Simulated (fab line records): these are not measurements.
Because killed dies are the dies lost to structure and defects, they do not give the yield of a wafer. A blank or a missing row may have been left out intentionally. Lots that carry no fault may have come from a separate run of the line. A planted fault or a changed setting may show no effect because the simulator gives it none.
One fault seen from 2 desks    flow sky130    every desk sees just its own numbers, and what lay behind them comes last

## THE TOOL OWNER'S DESK: iline-stepper-02
The tool's own readings at SKY_CAPM_EXPOSE_09 (exposes mask CAPM, target cd 1000 nm): means of the sampled wafers that have a number, for each lot that ran on this tool. If a lot's mean is further than 4 standard deviations from the usual mean, the lot is out of limits and carries the mark OUT (the distance appears in the brackets).
Columns: A = exposure-dose-mJ-cm2 at SKY_CAPM_EXPOSE_09, usual 158.99
lot   first seen here  A
L438  day 37 12:13     158.98
L440  day 38 06:47     158.95
L444  day 40 02:37     158.88
L453  day 42 02:47     155.90 (-18) OUT
L454  day 42 12:11     156.18 (-17) OUT
This desk finds L453, L454 out of limits, L453 being first, at day 42 02:47 (exposure-dose-mJ-cm2 at SKY_CAPM_EXPOSE_09). L438, L440, L444: within limits.

## METROLOGY DESK
Means of the sampled wafers that have a number, per lot and without regard to the tool the lot ran on: this is what the gauges read. If a lot's mean is further than 4 standard deviations from the usual mean, the lot is out of limits and carries the mark OUT (the distance appears in the brackets).
Columns: A = VIA2_W_RS at SKY_VIA2_RS_MEAS_22, usual 0.274 ohm/sq; B = CAPM_TIN_THK at SKY_CAPM_THK_MEAS_04, usual 202.3 nm
lot   first seen here  A      B
L437  day 36 13:25     0.277  203.4
L438  day 36 21:59     0.273  199.0
L440  day 37 16:54     0.266  201.9
L442  day 38 19:43     0.270  203.8
L443  day 38 20:41     0.271  201.7
L444  day 39 13:17     0.272  202.3
L447  day 40 10:01     0.275  204.3
L452  day 41 10:28     0.273  204.2
L453  day 41 14:04     0.275  205.3
L454  day 42 00:07     0.275  201.1
L455  day 42 08:27     0.271  205.6
L458  day 43 16:52     0.275  206.0
This desk found nothing out of limits on any of the 12 lots.

## PUT TOGETHER
At day 42 02:47, on L453, L454, the tool owner's desk was in a position to raise an alarm.
The metrology desk saw nothing out of limits.
The metrology desk has L453, L454 on record, within its limits.
On iline-stepper-02, each named lot ran SKY_CAPM_EXPOSE_09.

## WHAT THE SIMULATOR HAD PUT IN
Process parameters drifting: iline-stepper-02 at SKY_CAPM_EXPOSE_09, beginning at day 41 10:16. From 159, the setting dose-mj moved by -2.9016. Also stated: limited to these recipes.
Lots struck among those shown: L453, L454.
Hours from the fault's start to each desk's first reading out of limits: the tool owner's desk, 17.
